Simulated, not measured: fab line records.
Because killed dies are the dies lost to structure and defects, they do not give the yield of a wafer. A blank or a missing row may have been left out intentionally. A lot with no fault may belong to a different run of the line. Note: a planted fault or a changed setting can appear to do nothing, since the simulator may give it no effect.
2 desks looking at one fault | flow gf180mcu | each desk holds nothing but its own numbers, with what lay behind them at the end

THE TOOL OWNER'S DESK: pvdSputter-01
The tool's own readings at GF_M2_SPUTTER_01 (material TiN, target thk 30 nm, time 25 s): means of the sampled wafers that have a number, for each lot that ran on this tool. Any lot whose mean is over 4 standard deviations away from the usual mean is out of limits and marked OUT; that distance is given in the brackets.
Columns: A = cathodeDcPowerW at GF_M2_SPUTTER_01, usual 6500.0 W; B = throttleValvePct at GF_M2_SPUTTER_01, usual 30.2 %
lot  | first seen here | A                        | B
L863 | day 18 14:14    | 6500.4                   | 29.8
L877 | day 23 15:56    | 7711.6 (+99 or more) OUT | 27.8
L881 | day 24 23:39    | 7711.1 (+99 or more) OUT | 28.4
Finding of this desk: L877, L881 out of limits; the first was L877 at day 23 15:56, on cathodeDcPowerW at GF_M2_SPUTTER_01. In limits: L863.

THE METROLOGY DESK
What the gauges read for every lot (on any tool): the sampled wafers with a number, averaged. Any lot whose mean is over 4 standard deviations away from the usual mean is out of limits and marked OUT; that distance is given in the brackets.
Columns: A = V1_W_RS at GF_V1_RS_MEAS_24, usual 0.324 ohm/sq; B = V1_W_THK at GF_V1_THK_MEAS_25, usual 357 nm
lot  | first seen here | A     | B
L863 | day 18 13:26    | 0.319 | 358
L864 | day 19 01:57    | 0.325 | 357
L877 | day 23 15:23    | 0.323 | 361
L881 | day 24 23:05    | 0.327 | 357
L883 | day 25 11:11    | 0.324 | 354
L885 | day 26 03:36    | 0.330 | 357
This desk's verdict: no lot among the 6 shows anything out of limits.

BROUGHT TOGETHER
On L877, L881, at day 23 15:56, an alarm was possible from the tool owner's desk.
Metrology desk: nothing out of limits seen.
The metrology desk holds a record of L877, L881, inside its limits.
All the named lots went through GF_M2_SPUTTER_01 on pvdSputter-01.

WHAT HAD BEEN PUT IN BY THE SIMULATOR
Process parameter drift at GF_M2_SPUTTER_01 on pvdSputter-01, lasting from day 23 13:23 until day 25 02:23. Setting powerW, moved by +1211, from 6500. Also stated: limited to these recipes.
Lots struck among those shown: L877, L881.
Each desk's first reading out of limits, in hours after the fault started: the tool owner's desk, 3.
